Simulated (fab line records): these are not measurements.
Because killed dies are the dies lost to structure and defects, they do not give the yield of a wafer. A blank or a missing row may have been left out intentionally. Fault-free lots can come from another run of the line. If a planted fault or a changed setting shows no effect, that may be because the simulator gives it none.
8D (eight disciplines) problem report, filled in by code ; flow sfq line ; the parts of the form that need people (team, actions taken, sign-off) are left out

## 1. THE PROBLEM
At SFQ_TRILAYER_C5_ETCH_VIA_ETCH_154, oes product au averages 0.787 a.u. over 3 wafers from 2 lots, while fault-free wafers read 0.893 a.u., standard deviation 0.0082. Measured from the usual mean, that is -13 standard deviations.
The step: etches SiO2 in CHF3, stops on Nb, target depth 84 nm.
Earliest sighting: wafer L481.4 on rie diel-02 at day 77 15:44. The record has a number at this step for 42 wafers belonging to 14 lots. By rule, "out" or "out of limits" means more than 4 standard deviations away from the usual mean. The other wafers with a number count as sound.

## 2. WHAT IT IS, AND WHAT IT ISN'T
question;is;is not
which readings at this step;oes product au;drypump motor current A
which lots;L481, L485;L468, L469, L471, L472, L473, L474, L476, L477, L480, L487, L488, L490
which wafers of those lots;L481.4, L485.4, L485.6;L481.2, L481.3, L485.2
read on which tools;rie diel-02, rie diel-03;rie diel-04
when;from day 77 15:44;"up to then (29 sound wafers); but 10 sound wafers of L485, L487, L488, L490 came after"

## 3. WHAT RULES OUT EACH SUSPECT
Counting: if a tool at a process step up to the reading ran every lot that is out, it stays a suspect. Sound lots after the first of them don't rule it out here, since some wafers of a struck lot are sound.
- pecvd-01 at SFQ_TRILAYER_A5C_DEP_PECVD_142 (deposits SiO2 from SiH4/N2O, time 15.556 s, target thk 70 nm): kept. It processed each lot that is out (first: L481, day 72 20:11); up to then, its last sound lot is L476 (day 72 12:59).
After counting, what remains is pecvd-01 at SFQ_TRILAYER_A5C_DEP_PECVD_142.

## 4. THE CAUSE (what the simulator had put in)
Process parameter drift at SFQ_TRILAYER_A5C_DEP_PECVD_142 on pecvd-01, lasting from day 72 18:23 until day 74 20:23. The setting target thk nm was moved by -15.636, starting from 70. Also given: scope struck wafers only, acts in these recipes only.
Only this tool survived the counting.

## 5. THE CHAIN OF EFFECTS, in route order
Each row: a reading whose mean over the struck wafers that have a number lies more than 3 standard deviations from the usual. Only readings for which the record gives a usual standard deviation are gone through. hours: the time from each lot's start at the first step in this table that gives one to its start at this step, as a median over the lots. sigmas: the change in usual standard deviations.
hours;step;reading;usual;on struck wafers;change;sigmas
0;SFQ_TRILAYER_C5_ETCH_VIA_ETCH_154;oes product au;0.893 a.u.;0.787;-0.106;-13
Its process steps:
- SFQ_TRILAYER_C5_ETCH_VIA_ETCH_154: etches SiO2 in CHF3, stops on Nb, target depth 84 nm.
Later steps that measure or inspect, where all struck wafers having a row at the step show a number for every such reading and not one has moved that far: SFQ_M6_OVL_MEAS_940.

## 6. WHAT WOULD HAVE CAUGHT IT SOONER
117 hours passed between the start of the fault at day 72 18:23 and the first reading out of limits in this record, taken at day 77 15:44.
Of the tool readings at SFQ_TRILAYER_A5C_DEP_PECVD_142 for which the record gives a usual standard deviation, none was out on any struck wafer, so an alarm limit of 4 standard deviations on them would not have fired.
Each of the lots that are out, 2 in all, had begun SFQ_TRILAYER_A5C_DEP_PECVD_142 on pecvd-01 no later than day 77 15:44. Tool hold at that time: it would have spared none of them.
